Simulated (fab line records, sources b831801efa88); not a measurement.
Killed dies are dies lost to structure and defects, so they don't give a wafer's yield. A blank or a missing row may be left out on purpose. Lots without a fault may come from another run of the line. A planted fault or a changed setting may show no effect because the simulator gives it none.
Which tool did it? | flow sky130 | 11 lots, 33 wafers sampled, at 2 steps of a route of 708

WHAT THE GAUGES READ, wafer by wafer
SKY_NWELL_TW_MEAS_15.
lot  | measured     | on            | NWELL_TW
L832 | day 4 18:28  | film_metro-03 | 1830 1823 1825
L834 | day 5 04:19  | film_metro-02 | 1801 1821 1813
L837 | day 6 02:55  | film_metro-01 | 1802 1804 1808
L839 | day 6 11:35  | film_metro-01 | 1812 1815 1809
L841 | day 7 00:04  | film_metro-02 | 1814 1815 1830
L842 | day 7 05:48  | film_metro-01 | 1814 1816 1816
L843 | day 7 11:23  | film_metro-02 | 1879 1890 1885
L845 | day 7 22:58  | film_metro-02 | 1871 1887 1872
L849 | day 8 23:54  | film_metro-03 | 1835 1833 1851
L851 | day 9 08:19  | film_metro-01 | 1823 1823 1822
L854 | day 10 03:34 | film_metro-02 | 1827 1825 1813

WHICH TOOL RAN EACH LOT (tool, then ch and the chambers of the sampled wafers, then the start)
lot  | SKY_NWELL_IMPLANT_11
L832 | implanter-04 ch 0, day 4 17:56
L834 | implanter-04 ch 0, day 5 03:47
L837 | implanter-02 ch 0, day 6 02:22
L839 | implanter-02 ch 0, day 6 11:04
L841 | implanter-03 ch 0, day 6 23:31
L842 | implanter-03 ch 0, day 7 05:15
L843 | implanter-02 ch 0, day 7 10:52
L845 | implanter-02 ch 0, day 7 22:25
L849 | implanter-03 ch 0, day 8 23:21
L851 | implanter-04 ch 0, day 9 07:46
L854 | implanter-03 ch 0, day 10 03:02
- SKY_NWELL_IMPLANT_11

THE ANSWER, worked out from the rows above alone
Rule: what is usual is taken from the lots themselves. Put in order of their means at a reading, lots are off if they are a third of the lots or fewer, leave a main group of 4 or more, and stand apart from it by a gap of 3 or more times the standard deviation of the main group's means; of several such gaps the widest counts. A main group whose means are all the same, to the digits that the tables above print for the reading, isn't used. A lot without any number at a reading at which 4 lots or more have one is off too. The other lots that the step has rows for count as sound.
Off: L843, L845, at SKY_NWELL_TW_MEAS_15 (NWELL_TW). The main group: mean 1819, standard deviation 9.5.
A tool fits if, at a process step before that reading, it ran every lot that is off, and no sound lot after the first of them. The gauges at SKY_NWELL_TW_MEAS_15 are tried like those tools. One fits: implanter-02 at SKY_NWELL_IMPLANT_11. Its last sound lot is L839 (day 6 11:04), its first lot that is off L843 (day 7 10:52): a fault that began between those two fits.

WHAT THE SIMULATOR HAD PUT IN
Process parameter drift: implanter-02, from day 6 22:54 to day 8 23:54, at SKY_NWELL_IMPLANT_11. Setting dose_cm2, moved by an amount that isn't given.
Lots struck among those shown: L843, L845. The rule above found the same.
